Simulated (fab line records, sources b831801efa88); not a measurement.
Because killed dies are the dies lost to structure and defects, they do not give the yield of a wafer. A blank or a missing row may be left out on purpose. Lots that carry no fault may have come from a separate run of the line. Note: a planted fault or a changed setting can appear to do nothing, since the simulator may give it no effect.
What tool caused it? + flow gf180mcu + Sampling: 24 lots, 72 wafers, 3 of 602 route steps

## WHAT THE GAUGES SHOWED, per wafer
GF_V1_BOW_MEAS_05. Usual: for V1_BOW the level is 84 um and the standard deviation is 7.8.
| lot  | measured     | on           | V1_BOW (um) | flag |
|------|--------------|--------------|-------------|------|
| L075 | day 17 13:22 | filmMetro-04 | 87 93 87    |      |
| L074 | day 17 17:30 | filmMetro-04 | 74 76 74    |      |
| L076 | day 18 01:34 | filmMetro-02 | 87 66 88    |      |
| L077 | day 18 10:04 | filmMetro-04 | 89 88 94    |      |
| L078 | day 18 12:07 | filmMetro-04 | 85 83 86    |      |
| L079 | day 18 23:37 | filmMetro-04 | 91 65 66    |      |
| L080 | day 19 05:25 | filmMetro-03 | 81 85 79    |      |
| L081 | day 19 16:43 | filmMetro-04 | 87 90 98    |      |
| L082 | day 20 00:25 | filmMetro-02 | 87 76 86    |      |
| L083 | day 20 08:31 | filmMetro-03 | 81 81 72    |      |
| L084 | day 20 17:25 | filmMetro-02 | 89 77 85    |      |
| L085 | day 21 03:01 | filmMetro-03 | 76 65 64    |      |
| L086 | day 21 03:35 | filmMetro-03 | 84 91 81    |      |
| L087 | day 22 04:10 | filmMetro-04 | 97 92 94    |      |
| L088 | day 22 10:43 | filmMetro-02 | 79 80 94    |      |
| L089 | day 22 17:25 | filmMetro-03 | 80 74 87    |      |
| L090 | day 23 01:22 | filmMetro-04 | 82 78 83    |      |
| L091 | day 24 01:47 | filmMetro-04 | 102 83 87   |      |
| L092 | day 24 11:46 | filmMetro-04 | 92 89 84    |      |
| L093 | day 24 11:49 | filmMetro-03 | 81 90 95    |      |
| L095 | day 24 23:10 | filmMetro-04 | 79 85 81    |      |
| L094 | day 25 06:22 | filmMetro-03 | 82 89 80    |      |
| L096 | day 25 11:57 | filmMetro-04 | 90 88 102   |      |
| L097 | day 25 18:44 | filmMetro-03 | 81 92 90    |      |

GF_M4_OVL_MEAS_15. Usual: for M4_OVL the level is 0 nm and the standard deviation is 5.8.
| lot  | measured     | on         | M4_OVL (nm) | flag |
|------|--------------|------------|-------------|------|
| L075 | day 23 15:07 | overlay-02 | -2 -5 -2    |      |
| L074 | day 23 20:30 | overlay-02 | -8 1 4      |      |
| L076 | day 24 05:19 | overlay-02 | -7 6 -1     |      |
| L077 | day 24 13:10 | overlay-01 | 5 -1 -2     |      |
| L078 | day 24 14:07 | overlay-01 | 2 8 -6      |      |
| L079 | day 25 01:31 | overlay-02 | -8 -5 -3    |      |
| L080 | day 25 08:03 | overlay-02 | -1 5 0      |      |
| L081 | day 25 18:25 | overlay-01 | -6 3 0      |      |
| L082 | day 26 01:29 | overlay-02 | -4 0 -6     |      |
| L083 | day 26 08:40 | overlay-01 | -1 -4 6     |      |
| L084 | day 26 15:38 | overlay-01 | 11 5 6      |      |
| L085 | day 27 01:08 | overlay-01 | -5 -5 -2    |      |
| L086 | day 27 01:32 | overlay-01 | -12 -12 -8  |      |
| L087 | day 28 00:37 | overlay-02 | 1 5 -5      |      |
| L088 | day 28 03:12 | overlay-02 | -13 -10 -9  |      |
| L089 | day 28 09:16 | overlay-01 | 1 8 7       |      |
| L090 | day 28 14:06 | overlay-01 | 0 7 0       |      |
| L091 | day 29 12:13 | overlay-01 | -1 -1 2     |      |
| L092 | day 29 22:39 | overlay-01 | 1 4 13      |      |
| L093 | day 29 22:46 | overlay-02 | 1 3 10      |      |
| L095 | day 30 07:51 | overlay-02 | 9 5 3       |      |
| L094 | day 30 13:09 | overlay-01 | 8 5 4       |      |
| L096 | day 30 18:43 | overlay-01 | 5 6 10      |      |
| L097 | day 31 00:18 | overlay-02 | 4 1 6       |      |

## TOOL THAT RAN EACH LOT (tool first, then ch and the chambers of the sampled wafers, then the start)
| lot  | GF_CONTACT_CVD_02               |
|------|---------------------------------|
| L075 | pecvd-04 ch 0,1,2, day 15 14:27 |
| L074 | pecvd-04 ch 1,2, day 15 18:28   |
| L076 | pecvd-01 ch 1,2, day 16 01:16   |
| L077 | pecvd-01 ch 0,1, day 16 09:55   |
| L078 | pecvd-04 ch 0,2, day 16 10:34   |
| L079 | pecvd-04 ch 0,1, day 16 22:32   |
| L080 | pecvd-03 ch 0,2, day 17 04:39   |
| L081 | pecvd-04 ch 0,1,2, day 17 15:05 |
| L082 | pecvd-03 ch 0,1, day 17 21:42   |
| L083 | pecvd-03 ch 0,2, day 18 06:19   |
| L084 | pecvd-03 ch 0,1,2, day 18 14:56 |
| L085 | pecvd-03 ch 0,2, day 18 23:29   |
| L086 | pecvd-01 ch 1,2, day 18 23:38   |
| L087 | pecvd-04 ch 0,1, day 20 01:04   |
| L088 | pecvd-01 ch 1,2, day 20 06:43   |
| L089 | pecvd-01 ch 0,1,2, day 20 15:28 |
| L090 | pecvd-04 ch 0,1, day 20 23:26   |
| L091 | pecvd-04 ch 0,1, day 22 00:13   |
| L092 | pecvd-01 ch 0,2, day 22 11:02   |
| L093 | pecvd-03 ch 0,2, day 22 11:22   |
| L095 | pecvd-04 ch 0,1, day 22 23:54   |
| L094 | pecvd-01 ch 0,1, day 23 06:34   |
| L096 | pecvd-01 ch 0,2, day 23 13:46   |
| L097 | pecvd-01 ch 0,1, day 23 19:43   |
- GF_CONTACT_CVD_02: deposits SiO2 from TEOS, target thk 860 nm, time 95.992 s.

## AS READ BY THE TOOLS THEMSELVES (means over the sampled wafers that have a number; for cases with no such wafer, the mark the record gives instead)
GF_CONTACT_CVD_02. Usual: heaterPowerW 610 W, standard deviation 86.
| lot  | tool     | heaterPowerW (W) | flag |
|------|----------|------------------|------|
| L075 | pecvd-04 | 629              |      |
| L074 | pecvd-04 | 669              |      |
| L076 | pecvd-01 | 513              |      |
| L077 | pecvd-01 | 573              |      |
| L078 | pecvd-04 | 643              |      |
| L079 | pecvd-04 | 642              |      |
| L080 | pecvd-03 | 576              |      |
| L081 | pecvd-04 | 656              |      |
| L082 | pecvd-03 | 771              |      |
| L083 | pecvd-03 | 599              |      |
| L084 | pecvd-03 | 602              |      |
| L085 | pecvd-03 | 592              |      |
| L086 | pecvd-01 | 506              |      |
| L087 | pecvd-04 | 656              |      |
| L088 | pecvd-01 | 531              |      |
| L089 | pecvd-01 | 581              |      |
| L090 | pecvd-04 | 590              |      |
| L091 | pecvd-04 | 605              |      |
| L092 | pecvd-01 | 606              |      |
| L093 | pecvd-03 | 583              |      |
| L095 | pecvd-04 | 610              |      |
| L094 | pecvd-01 | 653              |      |
| L096 | pecvd-01 | 612              |      |
| L097 | pecvd-01 | 612              |      |

## THE ANSWER, worked out from the rows above alone
Rule: a lot counts as off when the mean over its wafers that have a number is more than 3 standard deviations away from the usual mean. A lot without any number at a reading at which 4 lots or more have one is off too. Any other lot the step has rows for is counted as sound. The gauges are gone through in route order, then the tools' own readings, and for those a lot's mean is taken as printed above. At the first step where some lot is off, the reading lying furthest off is the one used; lots without a number count as furthest.
None of the lots is off at any reading shown; this tells nothing.

## WHAT THE SIMULATOR HAD INSERTED
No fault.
